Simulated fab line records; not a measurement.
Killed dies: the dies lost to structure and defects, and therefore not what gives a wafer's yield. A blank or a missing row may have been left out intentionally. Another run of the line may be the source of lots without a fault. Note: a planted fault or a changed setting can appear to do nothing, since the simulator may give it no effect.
2 desks looking at one fault | flow sky130 | each desk has only its own numbers; what lay behind them comes last

## METROLOGY DESK
What the gauges read for every lot (on any tool): the sampled wafers with a number, averaged. Marked OUT: a lot whose mean sits more than 4 standard deviations from the usual mean, which makes it out of limits; the brackets give that distance.
Columns: A = CONTACT_W_RS at SKY_CONTACT_RS_MEAS_25, usual 0.337 ohm/sq; B = CONTACT_W_THK at SKY_CONTACT_THK_MEAS_26, usual 345 nm; C = METAL1_ALCU_RS at SKY_METAL1_RS_MEAS_05, usual 0.1262 ohm/sq; D = METAL1_ALCU_THK at SKY_METAL1_THK_MEAS_06, usual 246 nm
lot  | first seen here | A     | B   | C      | D
L381 | day 33 07:37    | 0.332 | 350 | 0.1255 | 248
L389 | day 35 03:01    | 0.341 | 337 | 0.1278 | 242
L398 | day 37 15:47    | 0.336 | 344 | 0.1277 | 245
L401 | day 38 16:26    | 0.336 | 342 | 0.1249 | 247
L402 | day 38 18:15    | 0.338 | 340 | 0.1275 | 243
This desk found nothing out of limits on any of the 5 lots.

## THE TOOL OWNER'S DESK: pvdSputter-04
The tool's own readings at SKY_METAL1_SPUTTER_02 (material AlCu, target thk 250 nm, time 13.3 s): means of the sampled wafers that have a number, for each lot that ran on this tool. Marked OUT: a lot whose mean sits more than 4 standard deviations from the usual mean, which makes it out of limits; the brackets give that distance.
Columns: A = throttleValvePct at SKY_METAL1_SPUTTER_02, usual 30.4 %
lot  | first seen here | A
L381 | day 33 08:08    | 30.5
L398 | day 37 16:18    | 30.3
This desk found nothing out of limits on any of the 2 lots.

## BROUGHT TOGETHER
Nothing out of limits was seen by the metrology desk.
Nothing out of limits was seen by the tool owner's desk.

## WHAT WAS PUT IN BY THE SIMULATOR
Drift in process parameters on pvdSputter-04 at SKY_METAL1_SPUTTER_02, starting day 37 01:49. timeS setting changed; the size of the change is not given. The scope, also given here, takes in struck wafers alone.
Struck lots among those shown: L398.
